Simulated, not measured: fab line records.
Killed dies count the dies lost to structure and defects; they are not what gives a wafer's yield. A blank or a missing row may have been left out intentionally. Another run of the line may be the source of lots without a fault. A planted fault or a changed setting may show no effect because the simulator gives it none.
Which tool was responsible? || flow gf180mcu || Sampling: 12 lots, 36 wafers, 5 of 602 route steps

## WHAT THE GAUGES READ, wafer by wafer
GF_STI_CD_MEAS_12: target cd 220 nm. Usual: 220.0 nm for cd nm, sd 1.
{"lot": "L490", "measured": "day 2 01:52", "on": "cd sem-01", "cd nm (nm)": "217.9 218.9 218.3", "flag": ""}
{"lot": "L491", "measured": "day 2 07:52", "on": "cd sem-01", "cd nm (nm)": "221.3 221.3 221.0", "flag": ""}
{"lot": "L492", "measured": "day 2 14:07", "on": "cd sem-02", "cd nm (nm)": "221.2 221.9 220.9", "flag": ""}
{"lot": "L493", "measured": "day 2 17:47", "on": "cd sem-02", "cd nm (nm)": "218.7 219.0 218.4", "flag": ""}
{"lot": "L494", "measured": "day 2 22:04", "on": "cd sem-01", "cd nm (nm)": "220.3 220.1 220.1", "flag": ""}
{"lot": "L495", "measured": "day 3 03:19", "on": "cd sem-02", "cd nm (nm)": "218.7 220.3 219.6", "flag": ""}
{"lot": "L496", "measured": "day 3 08:01", "on": "cd sem-01", "cd nm (nm)": "221.4 221.2 221.5", "flag": ""}
{"lot": "L497", "measured": "day 3 14:47", "on": "cd sem-02", "cd nm (nm)": "220.5 220.6 220.5", "flag": ""}
{"lot": "L498", "measured": "day 3 19:14", "on": "cd sem-01", "cd nm (nm)": "219.0 219.2 219.4", "flag": ""}
{"lot": "L503", "measured": "day 4 21:21", "on": "cd sem-02", "cd nm (nm)": "219.8 221.1 221.8", "flag": ""}
{"lot": "L504", "measured": "day 5 01:28", "on": "cd sem-02", "cd nm (nm)": "220.0 218.7 219.5", "flag": ""}
{"lot": "L505", "measured": "day 5 05:49", "on": "cd sem-02", "cd nm (nm)": "222.0 220.7 222.3", "flag": ""}

GF_MVSD_TW_MEAS_11. Usual: for MVSD_TW the level is 1578 and the standard deviation is 15.
{"lot": "L490", "measured": "day 4 14:50", "on": "film metro-04", "MVSD_TW": "1589 1583 1586", "flag": ""}
{"lot": "L491", "measured": "day 4 18:53", "on": "film metro-03", "MVSD_TW": "1578 1581 1589", "flag": ""}
{"lot": "L492", "measured": "day 5 00:54", "on": "film metro-04", "MVSD_TW": "1568 1571 1564", "flag": ""}
{"lot": "L493", "measured": "day 5 04:17", "on": "film metro-03", "MVSD_TW": "1593 1584 1589", "flag": ""}
{"lot": "L494", "measured": "day 5 08:30", "on": "film metro-03", "MVSD_TW": "1588 1595 1590", "flag": ""}
{"lot": "L495", "measured": "day 5 19:11", "on": "film metro-04", "MVSD_TW": "1587 1571 1582", "flag": ""}
{"lot": "L496", "measured": "day 5 21:45", "on": "film metro-01", "MVSD_TW": "1550 1543 1550", "flag": ""}
{"lot": "L497", "measured": "day 6 04:29", "on": "film metro-03", "MVSD_TW": "1598 1588 1596", "flag": ""}
{"lot": "L498", "measured": "day 6 09:25", "on": "film metro-01", "MVSD_TW": "1554 1554 1561", "flag": ""}
{"lot": "L503", "measured": "day 7 16:26", "on": "film metro-04", "MVSD_TW": "1695 1697 1693", "flag": "OFF"}
{"lot": "L504", "measured": "day 7 19:13", "on": "film metro-01", "MVSD_TW": "1664 1668 1664", "flag": "OFF"}
{"lot": "L505", "measured": "day 8 00:58", "on": "film metro-04", "MVSD_TW": "1702 1693 1694", "flag": "OFF"}

GF_VT_IMPLANT_RS_MEAS_46: measures by four-point-probe. Usual: for MVSD_RS the level is 457.0 ohm/sq and the standard deviation is 1.
{"lot": "L490", "measured": "day 7 18:51", "on": "film metro-03", "MVSD_RS (ohm/sq)": "457.7 456.9 457.8", "flag": ""}
{"lot": "L491", "measured": "day 7 21:15", "on": "film metro-03", "MVSD_RS (ohm/sq)": "455.9 457.1 456.7", "flag": ""}
{"lot": "L492", "measured": "day 8 04:47", "on": "film metro-01", "MVSD_RS (ohm/sq)": "456.3 457.1 456.9", "flag": ""}
{"lot": "L493", "measured": "day 8 09:48", "on": "film metro-03", "MVSD_RS (ohm/sq)": "456.5 457.3 458.0", "flag": ""}
{"lot": "L494", "measured": "day 8 14:40", "on": "film metro-04", "MVSD_RS (ohm/sq)": "456.4 457.8 457.7", "flag": ""}
{"lot": "L495", "measured": "day 9 03:10", "on": "film metro-01", "MVSD_RS (ohm/sq)": "456.1 456.7 456.1", "flag": ""}
{"lot": "L496", "measured": "day 9 04:47", "on": "film metro-03", "MVSD_RS (ohm/sq)": "457.6 458.0 458.7", "flag": ""}
{"lot": "L497", "measured": "day 9 12:54", "on": "film metro-03", "MVSD_RS (ohm/sq)": "456.8 457.2 456.7", "flag": ""}
{"lot": "L498", "measured": "day 9 18:58", "on": "film metro-01", "MVSD_RS (ohm/sq)": "456.0 455.3 454.8", "flag": ""}
{"lot": "L503", "measured": "day 11 06:52", "on": "film metro-01", "MVSD_RS (ohm/sq)": "474.7 475.1 475.8", "flag": "OFF"}
{"lot": "L504", "measured": "day 11 11:10", "on": "film metro-03", "MVSD_RS (ohm/sq)": "478.0 476.6 476.7", "flag": "OFF"}
{"lot": "L505", "measured": "day 11 16:51", "on": "film metro-04", "MVSD_RS (ohm/sq)": "476.7 478.0 476.5", "flag": "OFF"}

## TOOL THAT RAN EACH LOT (tool first, then ch and the chambers of the sampled wafers, then the start)
{"lot": "L490", "GF_LVPWELL_STRIP_10": "plasma asher-01 ch 1, day 4 01:25", "GF_MVSD_IMPLANT_09": "implanter-04 ch 0, day 4 14:35"}
{"lot": "L491", "GF_LVPWELL_STRIP_10": "plasma asher-03 ch 0,1, day 4 05:20", "GF_MVSD_IMPLANT_09": "implanter-04 ch 0, day 4 18:38"}
{"lot": "L492", "GF_LVPWELL_STRIP_10": "plasma asher-01 ch 0,1, day 4 11:16", "GF_MVSD_IMPLANT_09": "implanter-04 ch 0, day 5 00:41"}
{"lot": "L493", "GF_LVPWELL_STRIP_10": "plasma asher-01 ch 0,1, day 4 14:22", "GF_MVSD_IMPLANT_09": "implanter-04 ch 0, day 5 04:02"}
{"lot": "L494", "GF_LVPWELL_STRIP_10": "plasma asher-03 ch 0,1, day 4 18:43", "GF_MVSD_IMPLANT_09": "implanter-04 ch 0, day 5 08:16"}
{"lot": "L495", "GF_LVPWELL_STRIP_10": "plasma asher-01 ch 0,1, day 5 03:46", "GF_MVSD_IMPLANT_09": "implanter-04 ch 0, day 5 18:56"}
{"lot": "L496", "GF_LVPWELL_STRIP_10": "plasma asher-03 ch 0,1, day 5 07:24", "GF_MVSD_IMPLANT_09": "implanter-03 ch 0, day 5 21:32"}
{"lot": "L497", "GF_LVPWELL_STRIP_10": "plasma asher-04 ch 0,1, day 5 13:23", "GF_MVSD_IMPLANT_09": "implanter-04 ch 0, day 6 04:14"}
{"lot": "L498", "GF_LVPWELL_STRIP_10": "plasma asher-04 ch 0,1, day 5 18:23", "GF_MVSD_IMPLANT_09": "implanter-01 ch 0, day 6 09:10"}
{"lot": "L503", "GF_LVPWELL_STRIP_10": "plasma asher-03 ch 0,1, day 6 23:26", "GF_MVSD_IMPLANT_09": "implanter-01 ch 0, day 7 16:12"}
{"lot": "L504", "GF_LVPWELL_STRIP_10": "plasma asher-01 ch 0,1, day 7 02:47", "GF_MVSD_IMPLANT_09": "implanter-04 ch 0, day 7 18:59"}
{"lot": "L505", "GF_LVPWELL_STRIP_10": "plasma asher-04 ch 0,1, day 7 09:06", "GF_MVSD_IMPLANT_09": "implanter-04 ch 0, day 8 00:45"}
- GF_LVPWELL_STRIP_10: strips in O2/N2.
- GF_MVSD_IMPLANT_09

## AS READ BY THE TOOLS THEMSELVES (means over the sampled wafers that have a number; for cases with no such wafer, the mark the record gives instead)
GF_LVPWELL_STRIP_10. Usual: drypump motor current A 5.8 A, standard deviation 0.38; heater power w 335 W, standard deviation 41; oes product au 0.722 a.u., standard deviation 0.0041; strip time to endpoint s 36.95 s, standard deviation 0.11.
{"lot": "L490", "tool": "plasma asher-01", "drypump motor current A (A)": 5.6, "heater power w (W)": 320, "oes product au (a.u.)": 0.726, "strip time to endpoint s (s)": 36.96, "flag": ""}
{"lot": "L491", "tool": "plasma asher-03", "drypump motor current A (A)": 5.6, "heater power w (W)": 302, "oes product au (a.u.)": 0.723, "strip time to endpoint s (s)": 36.86, "flag": ""}
{"lot": "L492", "tool": "plasma asher-01", "drypump motor current A (A)": 5.9, "heater power w (W)": 340, "oes product au (a.u.)": 0.728, "strip time to endpoint s (s)": 36.91, "flag": ""}
{"lot": "L493", "tool": "plasma asher-01", "drypump motor current A (A)": 5.9, "heater power w (W)": 346, "oes product au (a.u.)": 0.720, "strip time to endpoint s (s)": 37.09, "flag": ""}
{"lot": "L494", "tool": "plasma asher-03", "drypump motor current A (A)": 5.6, "heater power w (W)": 293, "oes product au (a.u.)": 0.723, "strip time to endpoint s (s)": 36.82, "flag": ""}
{"lot": "L495", "tool": "plasma asher-01", "drypump motor current A (A)": 6.1, "heater power w (W)": 360, "oes product au (a.u.)": 0.725, "strip time to endpoint s (s)": 36.89, "flag": ""}
{"lot": "L496", "tool": "plasma asher-03", "drypump motor current A (A)": 5.6, "heater power w (W)": 298, "oes product au (a.u.)": 0.721, "strip time to endpoint s (s)": 37.02, "flag": ""}
{"lot": "L497", "tool": "plasma asher-04", "drypump motor current A (A)": 5.8, "heater power w (W)": 330, "oes product au (a.u.)": 0.721, "strip time to endpoint s (s)": 37.09, "flag": ""}
{"lot": "L498", "tool": "plasma asher-04", "drypump motor current A (A)": 5.7, "heater power w (W)": 324, "oes product au (a.u.)": 0.721, "strip time to endpoint s (s)": 36.92, "flag": ""}
{"lot": "L503", "tool": "plasma asher-03", "drypump motor current A (A)": 5.6, "heater power w (W)": 296, "oes product au (a.u.)": 0.724, "strip time to endpoint s (s)": 36.89, "flag": ""}
{"lot": "L504", "tool": "plasma asher-01", "drypump motor current A (A)": 5.9, "heater power w (W)": 341, "oes product au (a.u.)": 0.723, "strip time to endpoint s (s)": 37.11, "flag": ""}
{"lot": "L505", "tool": "plasma asher-04", "drypump motor current A (A)": 5.7, "heater power w (W)": 324, "oes product au (a.u.)": 0.720, "strip time to endpoint s (s)": 36.81, "flag": ""}

GF_MVSD_IMPLANT_09. Usual: 100.00 for beam energy keV, sd 0.033.
{"lot": "L490", "tool": "implanter-04", "beam energy keV": 100.02, "flag": ""}
{"lot": "L491", "tool": "implanter-04", "beam energy keV": 100.03, "flag": ""}
{"lot": "L492", "tool": "implanter-04", "beam energy keV": 99.97, "flag": ""}
{"lot": "L493", "tool": "implanter-04", "beam energy keV": 100.04, "flag": ""}
{"lot": "L494", "tool": "implanter-04", "beam energy keV": 100.06, "flag": ""}
{"lot": "L495", "tool": "implanter-04", "beam energy keV": 99.97, "flag": ""}
{"lot": "L496", "tool": "implanter-03", "beam energy keV": 100.02, "flag": ""}
{"lot": "L497", "tool": "implanter-04", "beam energy keV": 99.99, "flag": ""}
{"lot": "L498", "tool": "implanter-01", "beam energy keV": 100.02, "flag": ""}
{"lot": "L503", "tool": "implanter-01", "beam energy keV": 100.04, "flag": ""}
{"lot": "L504", "tool": "implanter-04", "beam energy keV": 100.03, "flag": ""}
{"lot": "L505", "tool": "implanter-04", "beam energy keV": 99.99, "flag": ""}

## THE ANSWER, worked out from the rows above alone
Rule: a lot counts as off when the mean over its wafers that have a number is more than 3 standard deviations away from the usual mean. Also off: a lot with no number at a reading for which 4 or more lots have one. Any other lot the step has rows for is counted as sound. After the gauges, taken in route order, come the tools' own readings; for these a lot's mean is taken, as printed above. The first step at which some lot is off is used, and at that step the reading that is off furthest; a lot without a number counts as furthest.
Off: at GF_MVSD_TW_MEAS_11 (MVSD_TW), L503, L504, L505.
If a tool, at a process step before that reading, ran all the lots that are off and no sound lot after the first of them, it fits. Those tools and the gauges at GF_MVSD_TW_MEAS_11 are tried in the same way. No candidate that was tried fits.

## WHAT THE SIMULATOR HAD PUT IN
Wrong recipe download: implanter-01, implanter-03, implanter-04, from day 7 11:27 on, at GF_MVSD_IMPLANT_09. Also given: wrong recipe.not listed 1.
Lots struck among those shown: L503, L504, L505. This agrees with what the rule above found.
